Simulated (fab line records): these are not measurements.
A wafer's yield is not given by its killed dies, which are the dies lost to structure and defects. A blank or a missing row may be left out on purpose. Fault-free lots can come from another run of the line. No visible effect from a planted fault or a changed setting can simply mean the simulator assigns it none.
fab line records -- flow sky130
record lots=12, wafers=36, last_day=50
route steps=708 shown VT_ADJUST_LVTN@115 VT_ADJUST_PCH@152 SONOS_ONO@169 PAD_OPEN@708
lots that met no fault: from a run of the same line without faults
start_h: start of the lot's first displayed wafer, in hours after the record's first day -- wait_h: hours from the lot's prior step to this one -- " same as the row above -- L1.1+2: several wafers, shown together as one row -- - either no value or no given start -- * or withheld: withheld -- < > ~ a bound
route shown NAME@n: NAME is a module with steps in the file, n the number in the route of the first one -- usual: average and standard deviation across the fault-free wafers -- same: alike in all rows -- chamber/n: place in a boat -- sites: the reading at each site -- _std_site: standard deviation of those values -- _edge_site: the outer-site mean with the inner-site mean subtracted -- radius_mm: for every site, how far away it sits from the centre of the wafer -- mask NAME#n: copy n -- behind: the last tool/chamber to shape the wafer -- hold: reason for holding the lot/hours on hold/outcome of the hold -- device: names the non-switching transistor (n, p or np) -- end of line: at the end of the route, the tests of the same wafers -- a step with no rows: only its recipe -- killed: count of dies lost to structure and defects at first sort (not the wafer's yield) -- map: a wafer's dies, x killed, . not, _ none there
set.NAME: the run value of the setting; set.NAME@STEP: its run value at that earlier step -- model.NAME: the simulator's own value behind a step, which no gauge read
steps of the route over a sample of lots; a table a step, a row a wafer
services: the hour from which a tool's chamber was out of use, counted from the record's first day as start_h (under 0 if before that day), plus the number of hours and why
## steps
# step SKY_VT_ADJUST_LVTN_OVL_MEAS_18
# usual VT_ADJUST_LVTN_01_OVL=-0.3/1.4
lot.wafer,tool,chamber,start_h,wait_h,VT_ADJUST_LVTN_01_OVL[nm]
L380.1,overlay-02,-,173.83,0.1,1.2
L380.2,overlay-02,-,173.83,0.1,-0.6
L380.4,overlay-02,-,173.83,0.1,-1.5
L382.1,overlay-01,-,186.18,0.1,1.7
L382.3,overlay-01,-,186.18,0.1,1.2
L382.6,overlay-01,-,186.18,0.1,0.9
L383.1,overlay-02,-,193.60,0.1,-0.1
L383.4,overlay-02,-,193.60,0.1,-0.7
L383.6,overlay-02,-,193.60,0.1,-1.2
L391.1,overlay-01,-,247.26,0.1,-1.1
L391.2,overlay-01,-,247.26,0.1,0.6
L391.3,overlay-01,-,247.26,0.1,0.1
L392.1,overlay-02,-,258.55,0.1,-0.6
L392.3,overlay-02,-,258.55,0.1,0.1
L392.6,overlay-02,-,258.55,0.1,-0.7
L393.3,overlay-01,-,266.76,0.1,-3.2
L393.4,overlay-01,-,266.76,0.1,-1.9
L393.5,overlay-01,-,266.76,0.1,-1.2
L394.2,overlay-02,-,272.21,0.1,-0.5
L394.3,overlay-02,-,272.21,0.1,-0.2
L394.5,overlay-02,-,272.21,0.1,-0.8
L396.1,overlay-02,-,290.00,0.1,-0.4
L396.4,overlay-02,-,290.00,0.1,1.3
L396.5,overlay-02,-,290.00,0.1,0.3
L397.2,overlay-01,-,296.11,0.1,1.3
L397.3,overlay-01,-,296.11,0.1,2.3
L397.5,overlay-01,-,296.11,0.1,1.9
L399.2,overlay-01,-,306.56,0.1,-1.7
L399.4,overlay-01,-,306.56,0.1,-1.1
L399.5,overlay-01,-,306.56,0.1,-1.6
L400.1,overlay-01,-,312.10,0.1,-0.1
L400.2,overlay-01,-,312.10,0.1,1.4
L400.3,overlay-01,-,312.10,0.1,-1.0
L401.1,overlay-02,-,318.08,0.1,-1.0
L401.4,overlay-02,-,318.08,0.1,-1.4
L401.5,overlay-02,-,318.08,0.1,-0.9
# step SKY_VT_ADJUST_PCH_STRIP_09
# recipe chemistry=O2/N2, power_w=1400, pressure_mtorr=1500, platen_temp_c=withheld, o2_flow_sccm=3000, n2_flow_sccm=300, overash_fraction=0.5
# usual drypump_motor_current_A=5.7/0.43, oes_product_au=0.723/0.0047, strip_time_to_endpoint_s=36.89/0.092
# same overash_fraction=0.5
lot.wafer,tool,chamber,start_h,wait_h,drypump_motor_current_A,oes_product_au,rf_hours_counter_h,strip_time_to_endpoint_s
L380.1,plasma_asher-03,0,240.77,0.1,5.2,0.726,51,36.75
L380.2,plasma_asher-03,1,240.77,0.1,5.2,0.723,51,36.67
L380.4,plasma_asher-03,1,240.77,0.1,5.3,0.712,-,36.81
L382.1,plasma_asher-04,0,252.97,0.1,6.6,0.716,13,36.96
L382.3,plasma_asher-04,0,252.97,0.1,6.6,0.726,-,36.87
L382.6,plasma_asher-04,1,252.97,0.1,5.5,0.713,-,37.06
L383.1,plasma_asher-01,0,263.09,0.1,6.1,0.731,58,36.92
L383.4,plasma_asher-01,0,263.09,0.1,6.1,0.714,-,36.95
L383.6,plasma_asher-01,1,263.09,0.1,5.7,0.730,-,36.97
L391.1,plasma_asher-01,1,325.51,0.1,5.7,0.717,65,36.88
L391.2,plasma_asher-01,0,325.51,0.1,6.1,0.723,65,36.86
L391.3,plasma_asher-01,0,325.51,0.1,6.1,0.723,-,36.94
L392.1,plasma_asher-03,1,336.29,0.1,5.2,0.714,59,36.80
L392.3,plasma_asher-03,1,336.29,0.1,5.3,0.719,-,36.95
L392.6,plasma_asher-03,1,336.29,0.1,5.3,0.722,-,36.91
L393.3,plasma_asher-04,0,345.42,0.1,6.6,0.726,-,37.03
L393.4,plasma_asher-04,1,345.42,0.1,5.5,0.723,-,36.95
L393.5,plasma_asher-04,0,345.42,0.1,6.6,0.725,-,36.97
L394.2,plasma_asher-03,0,352.74,0.1,5.3,0.718,61,36.90
L394.3,plasma_asher-03,1,352.74,0.1,5.3,0.714,-,36.92
L394.5,plasma_asher-03,0,352.74,0.1,5.3,0.720,-,36.97
L396.1,plasma_asher-01,0,371.67,0.1,6.1,0.721,69,36.81
L396.4,plasma_asher-01,0,371.67,0.1,6.1,0.724,-,36.84
L396.5,plasma_asher-01,1,371.67,0.1,5.7,0.732,-,36.98
L397.2,plasma_asher-03,0,378.59,0.1,5.3,0.722,64,36.89
L397.3,plasma_asher-03,1,378.59,0.1,5.2,0.728,-,36.85
L397.5,plasma_asher-03,0,378.59,0.1,5.3,0.722,-,36.79
L399.2,plasma_asher-01,1,391.64,0.1,5.7,0.713,71,37.03
L399.4,plasma_asher-01,1,391.64,0.1,5.7,0.723,-,37.12
L399.5,plasma_asher-01,1,391.64,0.1,5.7,0.727,-,37.00
L400.1,plasma_asher-04,0,395.97,0.1,6.6,0.724,28,36.97
L400.2,plasma_asher-04,1,395.97,0.1,5.5,0.725,28,37.02
L400.3,plasma_asher-04,1,395.97,0.1,5.5,0.729,-,36.90
L401.1,plasma_asher-01,1,403.32,0.1,5.7,0.719,72,36.97
L401.4,plasma_asher-01,1,403.32,0.1,5.7,0.724,-,36.95
L401.5,plasma_asher-01,0,403.32,0.1,6.1,0.724,-,36.89
# step SKY_SONOS_ONO_THK_MEAS_01
# recipe reads=SiO2_of_SONOS_ONO_OXIDATION_00
# usual SONOS_ONO_OXIDATION_THK=2.60/0.057
lot.wafer,tool,chamber,start_h,wait_h,SONOS_ONO_OXIDATION_THK[nm]
L380.1,film_metro-02,-,269.91,0.0,2.57
L380.2,film_metro-02,-,269.91,0.0,2.62
L380.4,film_metro-02,-,269.91,0.0,2.66
L382.1,film_metro-01,-,280.14,0.0,2.53
L382.3,film_metro-01,-,280.14,0.0,2.65
L382.6,film_metro-01,-,280.14,0.0,2.60
L383.1,film_metro-02,-,291.25,0.0,2.53
L383.4,film_metro-02,-,291.25,0.0,2.53
L383.6,film_metro-02,-,291.25,0.0,2.51
L391.1,film_metro-04,-,354.37,0.0,2.56
L391.2,film_metro-04,-,354.37,0.0,2.52
L391.3,film_metro-04,-,354.37,0.0,2.53
L392.1,film_metro-01,-,366.83,0.0,2.53
L392.3,film_metro-01,-,366.83,0.0,2.60
L392.6,film_metro-01,-,366.83,0.0,2.62
L393.3,film_metro-04,-,377.68,0.0,2.55
L393.4,film_metro-04,-,377.68,0.0,2.54
L393.5,film_metro-04,-,377.68,0.0,2.50
L394.2,film_metro-01,-,384.71,0.0,2.66
L394.3,film_metro-01,-,384.71,0.0,2.65
L394.5,film_metro-01,-,384.71,0.0,2.64
L396.1,film_metro-04,-,403.04,0.0,2.58
L396.4,film_metro-04,-,403.04,0.0,2.56
L396.5,film_metro-04,-,403.04,0.0,2.65
L397.2,film_metro-04,-,410.28,0.0,2.62
L397.3,film_metro-04,-,410.28,0.0,2.67
L397.5,film_metro-04,-,410.28,0.0,2.64
L399.2,film_metro-04,-,426.41,0.0,2.71
L399.4,film_metro-04,-,426.41,0.0,2.69
L399.5,film_metro-04,-,426.41,0.0,2.68
L400.1,film_metro-01,-,430.43,0.0,2.68
L400.2,film_metro-01,-,430.43,0.0,2.73
L400.3,film_metro-01,-,430.43,0.0,2.62
L401.1,film_metro-02,-,435.61,0.0,2.61
L401.4,film_metro-02,-,435.61,0.0,2.59
L401.5,film_metro-02,-,435.61,0.0,2.70
# step SKY_SONOS_ONO_CVD_04
# recipe material=SiO2, precursor=SiH4/N2O, target_thk_nm=5.7199, temp_c=900, pressure_mtorr=400
# usual spike_tc_bottom_C=916/4.4, spike_tc_centre_C=901.8/1, susceptor_temp_C=900.0/0.39, zone_power_bottom_pct=28.8/1.7, zone_power_centre_pct=16.69/0.17, zone_power_lower_pct=14.26/0.13, zone_power_upper_pct=16.6/1
# same time_s=900
lot.wafer,tool,chamber,start_h,wait_h,spike_tc_bottom_C,spike_tc_centre_C,susceptor_temp_C,zone_power_bottom_pct,zone_power_centre_pct,zone_power_lower_pct,zone_power_upper_pct
L380.1,lpcvd-03,0,271.52,0.1,920,901.5,900.2,26.5,16.42,14.21,17.7
L380.2,lpcvd-03,0,271.52,0.1,921,902.9,900.4,27.3,16.66,14.17,17.8
L380.4,lpcvd-03,0,271.52,0.1,919,900.6,900.4,27.2,16.75,14.14,17.6
L382.1,lpcvd-03,1,282.77,0.1,913,920.4,900.4,30.4,23.26,11.32,12.3
L382.3,lpcvd-03,1,282.77,0.1,914,919.8,900.6,30.1,23.52,11.32,12.3
L382.6,lpcvd-03,1,282.77,0.1,913,923.0,900.3,30.9,23.36,11.23,12.6
L383.1,lpcvd-03,1,293.47,0.1,911,920.7,899.8,30.2,23.17,11.46,12.5
L383.4,lpcvd-03,1,293.47,0.1,914,919.9,899.7,30.3,22.90,11.30,12.4
L383.6,lpcvd-03,1,293.47,0.1,914,921.6,900.0,31.1,23.00,11.17,12.4
L391.1,lpcvd-03,0,356.07,0.1,919,900.9,899.8,27.4,16.55,14.40,17.5
L391.2,lpcvd-03,0,356.07,0.1,921,902.2,899.7,26.9,16.66,14.46,18.1
L391.3,lpcvd-03,0,356.07,0.1,922,900.4,899.7,26.9,16.68,14.31,17.8
L392.1,lpcvd-03,1,368.53,0.1,915,902.5,899.9,30.2,16.70,14.35,15.5
L392.3,lpcvd-03,1,368.53,0.1,911,901.1,900.1,30.2,16.67,14.24,15.9
L392.6,lpcvd-03,1,368.53,0.1,910,901.8,900.2,30.2,16.52,14.23,15.8
L393.3,lpcvd-03,1,379.35,0.0,912,903.7,899.5,29.8,16.97,14.22,15.9
L393.4,lpcvd-03,1,379.35,0.0,911,902.0,899.8,30.5,16.57,14.09,15.7
L393.5,lpcvd-03,1,379.35,0.0,912,902.3,899.3,30.3,16.73,14.01,15.8
L394.2,lpcvd-03,0,388.93,0.0,922,900.9,900.1,26.8,16.82,14.06,18.0
L394.3,lpcvd-03,0,388.93,0.0,923,902.0,900.1,26.5,16.78,14.39,17.7
L394.5,lpcvd-03,0,388.93,0.0,920,900.0,899.8,26.6,16.83,14.50,17.5
L396.1,lpcvd-03,0,406.00,0.1,920,900.6,899.6,27.2,16.70,14.17,17.7
L396.4,lpcvd-03,0,406.00,0.1,920,902.4,899.3,26.9,16.63,14.45,17.4
L396.5,lpcvd-03,0,406.00,0.1,921,899.4,899.9,26.6,16.61,14.24,17.6
L397.2,lpcvd-03,0,412.47,0.0,921,903.4,899.9,26.9,16.93,14.41,17.9
L397.3,lpcvd-03,0,412.47,0.0,921,900.3,900.5,26.5,16.50,14.36,17.5
L397.5,lpcvd-03,0,412.47,0.0,921,903.4,899.6,26.7,16.74,14.30,17.8
L399.2,lpcvd-03,0,443.56,13.3,920,903.4,900.0,27.2,17.13,14.27,18.0
L399.4,lpcvd-03,0,443.56,13.3,919,902.3,899.9,27.3,16.53,14.22,17.5
L399.5,lpcvd-03,0,443.56,13.3,920,901.1,900.7,27.2,16.83,14.13,17.6
L400.1,lpcvd-03,1,443.56,9.6,911,903.3,900.3,30.5,16.66,14.25,15.6
L400.2,lpcvd-03,1,443.56,9.6,913,901.3,900.8,30.5,16.64,14.35,15.6
L400.3,lpcvd-03,1,443.56,9.6,915,900.9,900.3,29.9,16.58,14.40,16.3
L401.1,lpcvd-03,1,443.56,4.2,911,902.3,900.1,30.3,16.70,14.12,15.8
L401.4,lpcvd-03,1,443.56,4.2,912,903.5,899.3,30.1,16.63,14.28,15.7
L401.5,lpcvd-03,1,443.56,4.2,912,902.6,900.0,30.1,16.58,14.31,15.6
# step SKY_PAD_OPEN_PROBE_99
# usual killed_at_M0_to_M3=43/6.7, killed_at_M4_up=3.1/1.9, killed_at_contacts=25/5, killed_at_front_end=15/4, killed_at_other=0.4/0.69, killed_dies=87/9.2, killed_on_rim=17/3.6, killed_open=46/7.1, killed_short=40/6.8
# same gross_dies=492, killed_at_back_side=0
lot.wafer,tool,chamber,start_h,wait_h,killed_at_M0_to_M3,killed_at_M4_up,killed_at_contacts,killed_at_front_end,killed_at_other,killed_dies,killed_on_rim,killed_open,killed_short
L380.1,prober-01,-,1092.52,0.1,44,1,24,24,0,93,18,46,47
L380.2,prober-01,-,1092.57,0.1,52,5,23,15,0,95,22,47,48
L380.4,prober-01,-,1092.67,0.2,53,9,27,17,1,107,13,46,61
L382.1,prober-02,-,1098.24,0.1,45,1,19,18,0,83,18,46,37
L382.3,prober-02,-,1098.34,0.2,48,5,30,17,1,101,18,61,39
L382.6,prober-02,-,1098.49,0.2,52,2,28,21,0,103,19,59,44
L383.1,prober-02,-,1116.12,0.1,48,1,19,14,0,82,18,41,41
L383.4,prober-02,-,1116.27,0.2,48,2,30,17,0,97,19,52,45
L383.6,prober-02,-,1116.37,0.2,51,2,24,19,0,96,17,48,48
L391.1,prober-01,-,1155.94,0.1,43,1,26,16,0,86,16,44,42
L391.2,prober-01,-,1155.99,0.1,55,5,25,14,0,99,22,42,53
L391.3,prober-01,-,1156.04,0.2,38,2,31,15,0,86,13,46,38
L392.1,prober-02,-,1161.48,0.1,48,2,22,17,1,90,9,53,36
L392.3,prober-02,-,1161.58,0.2,36,1,27,13,2,79,18,38,40
L392.6,prober-02,-,1161.73,0.2,43,1,19,18,1,82,18,47,35
L393.3,prober-02,-,1168.77,0.2,50,4,16,19,1,90,15,44,44
L393.4,prober-02,-,1168.82,0.2,55,4,20,15,1,95,19,58,36
L393.5,prober-02,-,1168.87,0.2,42,2,26,8,0,78,10,43,33
L394.2,prober-02,-,1177.12,0.1,38,2,29,11,0,80,19,47,32
L394.3,prober-02,-,1177.17,0.2,40,2,21,14,0,77,13,42,35
L394.5,prober-02,-,1177.27,0.2,51,4,26,18,1,100,20,50,48
L396.1,prober-01,-,1183.97,0.1,38,0,32,11,0,81,18,53,26
L396.4,prober-01,-,1184.12,0.2,45,4,30,13,0,92,16,43,48
L396.5,prober-01,-,1184.17,0.2,37,1,25,10,1,74,14,45,29
L397.2,prober-02,-,1190.81,0.1,41,1,28,15,1,86,18,45,41
L397.3,prober-02,-,1190.86,0.2,43,4,23,8,0,78,12,46,32
L397.5,prober-02,-,1190.96,0.2,43,4,27,14,0,88,24,53,34
L399.2,prober-02,-,1203.16,0.1,43,1,27,23,0,94,19,48,46
L399.4,prober-02,-,1203.26,0.2,48,1,23,12,0,84,17,53,31
L399.5,prober-02,-,1203.31,0.2,41,5,22,15,0,83,13,49,33
L401.1,prober-01,-,1204.61,0.1,51,3,31,14,0,99,18,46,53
L401.4,prober-01,-,1204.76,0.2,38,1,22,10,0,71,17,37,34
L401.5,prober-01,-,1204.81,0.2,37,2,33,18,1,91,13,47,44
L400.1,prober-02,-,1206.17,0.1,37,1,22,12,0,72,12,41,31
L400.2,prober-02,-,1206.22,0.1,37,2,28,12,0,79,10,47,32
L400.3,prober-02,-,1206.27,0.2,35,6,28,11,0,80,21,36,44
# killed by level:class
L380.1 VIA1:geometric_particle:open=9 LOCAL_INTERCONNECT:geometric_particle:short=7 VIA2:geometric_particle:open=7 VIA1:geometric_particle:short=6 LI_CONTACT:geometric_particle:open=5 FIELD_ISO:geometric_particle:short=5 POLY_GATE:geometric_particle:open=5 CONTACT:geometric_particle:open=5
L380.2 METAL1:geometric_particle:short=10 VIA1:geometric_particle:open=10 VIA3:geometric_particle:open=9 LOCAL_INTERCONNECT:geometric_particle:short=7 CONTACT:geometric_particle:open=6 METAL3:geometric_particle:short=5 CONTACT:geometric_particle:short=5 POLY_GATE:geometric_particle:open=4
L380.4 FIELD_ISO:geometric_particle:short=8 VIA1:geometric_particle:short=8 CONTACT:geometric_particle:open=7 LI_CONTACT:geometric_particle:open=7 LOCAL_INTERCONNECT:geometric_particle:short=7 VIA1:geometric_particle:open=7 VIA3:geometric_particle:open=7 METAL1:geometric_particle:short=6
L382.1 VIA1:geometric_particle:open=9 VIA3:geometric_particle:open=8 CONTACT:geometric_particle:open=7 POLY_GATE:geometric_particle:short=6 FIELD_ISO:geometric_particle:short=5 LI_CONTACT:geometric_particle:open=5 METAL1:geometric_particle:short=5 VIA1:geometric_particle:short=5
L382.3 CONTACT:geometric_particle:open=14 VIA1:geometric_particle:open=13 POLY_GATE:geometric_particle:open=6 LI_CONTACT:geometric_particle:open=6 LOCAL_INTERCONNECT:geometric_particle:short=5 VIA2:geometric_particle:open=5 VIA1:geometric_particle:short=5 VIA2:geometric_particle:short=5
L382.6 VIA1:geometric_particle:open=16 LI_CONTACT:geometric_particle:open=10 CONTACT:geometric_particle:open=10 FIELD_ISO:geometric_particle:short=9 VIA1:geometric_particle:short=7 VIA3:geometric_particle:open=6 METAL1:geometric_particle:short=5 VIA2:geometric_particle:open=5
L383.1 VIA2:geometric_particle:short=8 LI_CONTACT:geometric_particle:open=8 METAL1:geometric_particle:short=8 VIA2:geometric_particle:open=7 VIA3:geometric_particle:open=7 VIA1:geometric_particle:open=7 METAL2:geometric_particle:short=5 POLY_GATE:geometric_particle:short=4
L383.4 VIA1:geometric_particle:open=14 LI_CONTACT:geometric_particle:open=10 CONTACT:geometric_particle:open=9 CONTACT:geometric_particle:short=8 VIA1:geometric_particle:short=7 METAL2:geometric_particle:short=7 VIA2:geometric_particle:open=7 FIELD_ISO:geometric_particle:short=6
L383.6 VIA3:geometric_particle:open=10 METAL1:geometric_particle:short=9 VIA1:geometric_particle:open=8 CONTACT:geometric_particle:open=7 CONTACT:geometric_particle:short=7 METAL2:geometric_particle:short=7 VIA2:geometric_particle:open=6 LI_CONTACT:geometric_particle:open=5
L391.1 VIA1:geometric_particle:open=10 LI_CONTACT:geometric_particle:open=9 VIA1:geometric_particle:short=9 CONTACT:geometric_particle:open=8 CONTACT:geometric_particle:short=7 METAL1:geometric_particle:short=7 POLY_GATE:geometric_particle:short=5 FIELD_ISO:geometric_particle:short=3
L391.2 VIA1:geometric_particle:short=10 VIA1:geometric_particle:open=10 METAL1:geometric_particle:short=9 CONTACT:geometric_particle:open=8 VIA2:geometric_particle:open=7 METAL2:geometric_particle:short=6 CONTACT:geometric_particle:short=5 VIA2:geometric_particle:short=4
L391.3 CONTACT:geometric_particle:open=9 LI_CONTACT:geometric_particle:open=8 FIELD_ISO:geometric_particle:open=7 VIA1:geometric_particle:short=7 CONTACT:geometric_particle:short=6 VIA1:geometric_particle:open=6 VIA2:geometric_particle:short=6 POLY_GATE:geometric_particle:open=5
L392.1 VIA1:geometric_particle:open=10 METAL2:geometric_particle:short=9 VIA3:geometric_particle:open=9 FIELD_ISO:geometric_particle:open=7 LI_CONTACT:geometric_particle:open=7 CONTACT:geometric_particle:open=6 VIA1:geometric_particle:short=6 LOCAL_INTERCONNECT:geometric_particle:short=4
L392.3 LOCAL_INTERCONNECT:geometric_particle:short=9 VIA1:geometric_particle:open=9 LI_CONTACT:geometric_particle:open=6 CONTACT:geometric_particle:open=5 VIA1:geometric_particle:short=5 VIA2:geometric_particle:short=5 FIELD_ISO:geometric_particle:open=4 POLY_GATE:geometric_particle:short=4
L392.6 VIA1:geometric_particle:open=10 VIA2:geometric_particle:open=9 LI_CONTACT:geometric_particle:open=6 METAL1:geometric_particle:short=6 FIELD_ISO:geometric_particle:short=5 VIA3:geometric_particle:open=5 CONTACT:geometric_particle:open=5 LI_CONTACT:geometric_particle:short=4
L393.3 VIA1:geometric_particle:open=10 VIA3:geometric_particle:open=7 METAL1:geometric_particle:short=6 VIA2:geometric_particle:open=6 FIELD_ISO:geometric_particle:open=5 METAL2:geometric_particle:short=5 VIA1:geometric_particle:short=5 FIELD_ISO:geometric_particle:short=4
L393.4 VIA1:geometric_particle:open=18 VIA2:geometric_particle:open=6 METAL1:geometric_particle:short=6 VIA3:geometric_particle:open=6 POLY_GATE:geometric_particle:open=5 LOCAL_INTERCONNECT:geometric_particle:short=5 METAL2:geometric_particle:short=5 LI_CONTACT:geometric_particle:open=4
L393.5 VIA1:geometric_particle:open=12 CONTACT:geometric_particle:open=9 VIA2:geometric_particle:open=9 VIA1:geometric_particle:short=6 LOCAL_INTERCONNECT:geometric_particle:short=5 LI_CONTACT:geometric_particle:short=4 METAL1:geometric_particle:short=4 VIA2:geometric_particle:short=4
L394.2 CONTACT:geometric_particle:open=13 VIA1:geometric_particle:open=9 LI_CONTACT:geometric_particle:open=7 VIA3:geometric_particle:open=7 LI_CONTACT:geometric_particle:short=5 VIA2:geometric_particle:open=5 METAL2:geometric_particle:short=4 METAL3:geometric_particle:short=4
L394.3 VIA1:geometric_particle:open=10 VIA2:geometric_particle:open=7 LI_CONTACT:geometric_particle:open=6 FIELD_ISO:geometric_particle:open=5 LI_CONTACT:geometric_particle:short=5 CONTACT:geometric_particle:open=5 CONTACT:geometric_particle:short=5 METAL2:geometric_particle:short=5
L394.5 LI_CONTACT:geometric_particle:open=11 METAL2:geometric_particle:short=10 VIA1:geometric_particle:open=10 VIA3:geometric_particle:open=9 VIA3:geometric_particle:short=6 CONTACT:geometric_particle:open=6 FIELD_ISO:geometric_particle:short=5 LOCAL_INTERCONNECT:geometric_particle:short=5
L396.1 VIA1:geometric_particle:open=13 LI_CONTACT:geometric_particle:open=12 CONTACT:geometric_particle:open=10 VIA3:geometric_particle:open=6 METAL1:geometric_particle:short=6 CONTACT:geometric_particle:short=5 VIA2:geometric_particle:open=5 FIELD_ISO:geometric_particle:short=4
L396.4 LI_CONTACT:geometric_particle:open=9 VIA1:geometric_particle:open=8 VIA3:geometric_particle:open=8 METAL2:geometric_particle:short=8 CONTACT:geometric_particle:open=7 CONTACT:geometric_particle:short=5 SPACER:geometric_particle:short=4 LOCAL_INTERCONNECT:geometric_particle:short=4
L396.5 CONTACT:geometric_particle:open=11 VIA3:geometric_particle:open=10 METAL1:geometric_particle:short=8 LI_CONTACT:geometric_particle:open=7 VIA2:geometric_particle:open=5 FIELD_ISO:geometric_particle:open=4 CONTACT:geometric_particle:short=4 METAL2:geometric_particle:short=4
L397.2 CONTACT:geometric_particle:open=12 VIA1:geometric_particle:open=10 METAL1:geometric_particle:short=8 VIA1:geometric_particle:short=7 POLY_GATE:geometric_particle:open=6 LI_CONTACT:geometric_particle:short=4 LI_CONTACT:geometric_particle:open=4 LOCAL_INTERCONNECT:geometric_particle:short=4
L397.3 VIA2:geometric_particle:open=10 VIA1:geometric_particle:open=8 LI_CONTACT:geometric_particle:open=7 VIA3:geometric_particle:open=6 CONTACT:geometric_particle:open=5 CONTACT:geometric_particle:short=5 VIA2:geometric_particle:short=5 POLY_GATE:geometric_particle:open=3
L397.5 VIA1:geometric_particle:open=11 VIA3:geometric_particle:open=10 CONTACT:geometric_particle:open=9 LI_CONTACT:geometric_particle:open=8 VIA1:geometric_particle:short=5 FIELD_ISO:geometric_particle:open=4 CONTACT:geometric_particle:short=4 VIA2:geometric_particle:open=4
L399.2 VIA1:geometric_particle:open=11 LOCAL_INTERCONNECT:geometric_particle:short=7 CONTACT:geometric_particle:open=7 METAL2:geometric_particle:short=7 VIA2:geometric_particle:open=6 POLY_GATE:geometric_particle:open=5 LI_CONTACT:geometric_particle:open=5 CONTACT:geometric_particle:short=5
L399.4 VIA1:geometric_particle:open=17 LI_CONTACT:geometric_particle:open=8 CONTACT:geometric_particle:open=7 VIA2:geometric_particle:open=7 VIA3:geometric_particle:short=7 VIA3:geometric_particle:open=6 CONTACT:geometric_particle:short=4 VIA2:geometric_particle:short=4
L399.5 CONTACT:geometric_particle:open=9 VIA1:geometric_particle:open=8 VIA3:geometric_particle:open=7 VIA1:geometric_particle:short=6 FIELD_ISO:geometric_particle:open=5 LI_CONTACT:geometric_particle:open=5 METAL2:geometric_particle:short=5 SPACER:geometric_particle:open=4
L401.1 VIA1:geometric_particle:open=14 METAL1:geometric_particle:short=12 CONTACT:geometric_particle:open=10 LI_CONTACT:geometric_particle:open=7 LOCAL_INTERCONNECT:geometric_particle:short=6 CONTACT:geometric_particle:short=5 VIA3:geometric_particle:short=5 VIA1:geometric_particle:short=4
L401.4 METAL1:geometric_particle:short=9 VIA2:geometric_particle:open=5 LI_CONTACT:geometric_particle:short=5 CONTACT:geometric_particle:open=5 VIA1:geometric_particle:open=5 LI_CONTACT:geometric_particle:open=4 CONTACT:geometric_particle:short=4 VIA3:geometric_particle:open=4
L401.5 CONTACT:geometric_particle:open=9 CONTACT:geometric_particle:short=9 VIA1:geometric_particle:open=7 LI_CONTACT:geometric_particle:open=7 POLY_GATE:geometric_particle:open=5 VIA2:geometric_particle:open=5 VIA3:geometric_particle:short=5 FIELD_ISO:geometric_particle:open=4
L400.1 CONTACT:geometric_particle:open=10 VIA2:geometric_particle:open=8 METAL2:geometric_particle:short=8 VIA1:geometric_particle:open=6 LI_CONTACT:geometric_particle:open=5 FIELD_ISO:geometric_particle:open=4 FIELD_ISO:geometric_particle:short=3 POLY_GATE:geometric_particle:open=3
L400.2 CONTACT:geometric_particle:open=11 LI_CONTACT:geometric_particle:open=8 VIA2:geometric_particle:open=8 VIA3:geometric_particle:open=5 METAL1:geometric_particle:short=4 VIA1:geometric_particle:open=4 FIELD_ISO:geometric_particle:short=3 POLY_GATE:geometric_particle:short=3
L400.3 CONTACT:geometric_particle:open=10 METAL1:geometric_particle:short=7 VIA1:geometric_particle:open=7 METAL2:geometric_particle:short=7 LI_CONTACT:geometric_particle:open=6 LI_CONTACT:geometric_particle:short=5 LOCAL_INTERCONNECT:geometric_particle:short=4 VIA2:geometric_particle:short=4
## services
tool,chamber,start_h,hours,kind
lpcvd-03,-,243.13,2.8,pm
lpcvd-03,-,247.52,0.8,repair
plasma_asher-03,-,247.85,0.8,repair
plasma_asher-03,-,271.01,0.4,repair
lpcvd-03,-,273.83,6.0,pm
plasma_asher-01,-,349.45,1.0,repair
plasma_asher-01,-,386.79,1.9,repair
plasma_asher-04,-,413.81,3.0,repair
plasma_asher-01,-,421.25,9.0,pm
plasma_asher-01,0,421.25,9.0,vent_cycle
plasma_asher-01,1,421.25,9.0,vent_cycle
lpcvd-03,-,421.60,6.1,pm
lpcvd-03,-,428.96,14.6,pm
plasma_asher-01,0,430.25,-,clean
plasma_asher-01,1,430.25,-,clean
plasma_asher-03,-,431.69,1.5,repair
## key
first_sign step=SKY_SONOS_ONO_CVD_04, reading=zone_power_centre_pct, direction=up, sigmas=37, usual=16.69, struck=23.20
effect step=SKY_SONOS_ONO_CVD_04, reading=zone_power_lower_pct, direction=down, sigmas=23, usual=14.26, struck=11.30
met_at SKY_SONOS_ONO_CVD_04
struck_lots L382,L383
struck_wafers L382.1,L382.3,L382.6,L383.1,L383.4,L383.6
tester_left_out L382,L383
not_acting_at SKY_VT_ADJUST_LVTN_OVL_MEAS_18,SKY_VT_ADJUST_PCH_STRIP_09,SKY_SONOS_ONO_THK_MEAS_01
fault kind=process_parameter_drift, tool=lpcvd-03, chamber=1, onset_h=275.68, steps=SKY_SONOS_ONO_CVD_04, channel=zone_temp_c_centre, offset=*, shape=step, end_h=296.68
# tester_left_out: of these lots the tester's yield and bins aren't shown, on N5 and GAA mostly nor the transistor test; their killed dies are dies lost to structure and defects alone, not to doping, threshold or leakage, so they don't give the yield
